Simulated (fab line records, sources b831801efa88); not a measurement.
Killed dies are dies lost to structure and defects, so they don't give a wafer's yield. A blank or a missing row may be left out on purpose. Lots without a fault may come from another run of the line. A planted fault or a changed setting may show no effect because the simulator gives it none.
Which tool did it? | flow sky130 | 12 lots, 36 wafers sampled, at 3 steps of a route of 708

WHAT THE GAUGES READ, wafer by wafer
SKY_SONOS_TUNNEL_OVL_MEAS_08. Usual: SONOS_TUNNEL_OVL 1.2 nm, standard deviation 1.5.
lot  | measured     | on         | SONOS_TUNNEL_OVL (nm) | flag
L585 | day 12 08:22 | overlay-02 | 0.9 0.2 -0.1          |
L586 | day 12 09:26 | overlay-02 | 2.6 0.7 1.9           |
L587 | day 12 18:37 | overlay-01 | 0.9 0.5 1.0           |
L588 | day 12 19:43 | overlay-01 | 0.2 2.0 0.2           |
L590 | day 13 21:19 | overlay-01 | -1.2 1.2 0.3          |
L591 | day 13 23:09 | overlay-01 | 1.4 0.8 1.4           |
L592 | day 14 08:01 | overlay-02 | 1.7 3.4 2.5           |
L593 | day 14 18:16 | overlay-02 | 2.2 2.0 2.2           |
L596 | day 15 13:32 | overlay-02 | 1.1 1.8 2.7           |
L597 | day 15 23:02 | overlay-01 | 0.0 -1.2 1.8          |
L603 | day 17 23:13 | overlay-02 | 5.7 1.4 3.6           |
L605 | day 18 17:46 | overlay-01 | 2.2 2.3 0.3           |

SKY_RES_PROTECT_TW_MEAS_08. Usual: POLY_GATE_TW 4033, standard deviation 29.
lot  | measured     | on            | POLY_GATE_TW   | flag
L585 | day 16 03:28 | film_metro-02 | 4005 4021 4006 |
L586 | day 16 03:55 | film_metro-01 | 4046 4035 4038 |
L587 | day 16 14:43 | film_metro-03 | 4026 4038 4024 |
L588 | day 16 13:27 | film_metro-03 | 4041 4043 4059 |
L590 | day 18 01:20 | film_metro-02 | 3944 3962 3977 |
L591 | day 18 01:25 | film_metro-01 | 4056 4036 4055 |
L592 | day 18 16:56 | film_metro-03 | 4064 4086 4066 |
L593 | day 19 03:42 | film_metro-01 | 4031 4027 4032 |
L596 | day 19 16:59 | film_metro-02 | 3994 3982 3979 |
L597 | day 20 09:58 | film_metro-03 | 4043 4062 4064 |
L603 | day 22 06:58 | film_metro-03 | 4049 4049 4069 |
L605 | day 23 03:47 | film_metro-01 | 4024 4042 4031 |

WHICH TOOL RAN EACH LOT (tool, then ch and the chambers of the sampled wafers, then the start)
lot  | SKY_SONOS_ONO_ETCH_15
L585 | rie_diel-04 ch 0,1,2, day 13 14:03
L586 | rie_diel-03 ch 0,2,3, day 13 15:57
L587 | rie_diel-04 ch 1,2, day 14 00:25
L588 | rie_diel-03 ch 0,1,2, day 14 02:09
L590 | rie_diel-03 ch 0,2,3, day 15 04:18
L591 | rie_diel-01 ch 2,3, day 15 08:09
L592 | rie_diel-04 ch 0,1,2, day 15 20:22
L593 | rie_diel-03 ch 0,2,3, day 16 08:42
L596 | rie_diel-03 ch 0,1,3, day 16 22:37
L597 | rie_diel-01 ch 0,2,3, day 17 13:17
L603 | rie_diel-03 ch 0,1,3, day 19 11:31
L605 | rie_diel-03 ch 0,1,3, day 20 07:36
- SKY_SONOS_ONO_ETCH_15: etches the open film in CHF3/O2, target depth 19.52 nm, time 7.8 s.

WHAT THE TOOLS THEMSELVES READ (means of the sampled wafers that have a number; where no wafer has one, the mark that the record gives instead)
SKY_SONOS_ONO_ETCH_15. Usual: drypump_motor_current_A 5.9 A, standard deviation 0.42; oes_product_au 1.000 a.u., standard deviation 0.01; throttle_valve_pct 8.825 %, standard deviation 0.0088.
lot  | tool        | drypump_motor_current_A (A) | oes_product_au (a.u.) | throttle_valve_pct (%) | flag
L585 | rie_diel-04 | 6.2                         | 0.998                 | 8.823                  |
L586 | rie_diel-03 | 6.1                         | 1.012                 | 8.826                  |
L587 | rie_diel-04 | 5.9                         | 1.010                 | 8.832                  |
L588 | rie_diel-03 | 5.9                         | 0.997                 | 8.829                  |
L590 | rie_diel-03 | 6.1                         | 1.000                 | 8.818                  |
L591 | rie_diel-01 | 5.8                         | 0.989                 | 8.819                  |
L592 | rie_diel-04 | 6.1                         | 1.004                 | 8.832                  |
L593 | rie_diel-03 | 6.1                         | 1.004                 | 8.825                  |
L596 | rie_diel-03 | 5.8                         | 1.013                 | 8.824                  |
L597 | rie_diel-01 | 5.8                         | 0.987                 | 8.820                  |
L603 | rie_diel-03 | 5.8                         | 0.998                 | 8.825                  |
L605 | rie_diel-03 | 5.8                         | 1.003                 | 8.824                  |

THE ANSWER, worked out from the rows above alone
Rule: a lot is off if the mean of its wafers that have a number lies more than 3 standard deviations from the usual mean. A lot without any number at a reading at which 4 lots or more have one is off too. The other lots that the step has rows for count as sound. The gauges are gone through in route order, then the tools' own readings, and for those a lot's mean is taken as printed above. The first step at which some lot is off is used, and at that step the reading that is off furthest; a lot without a number counts as furthest.
No lot is off at any reading shown: from this, nothing can be told.

WHAT THE SIMULATOR HAD PUT IN
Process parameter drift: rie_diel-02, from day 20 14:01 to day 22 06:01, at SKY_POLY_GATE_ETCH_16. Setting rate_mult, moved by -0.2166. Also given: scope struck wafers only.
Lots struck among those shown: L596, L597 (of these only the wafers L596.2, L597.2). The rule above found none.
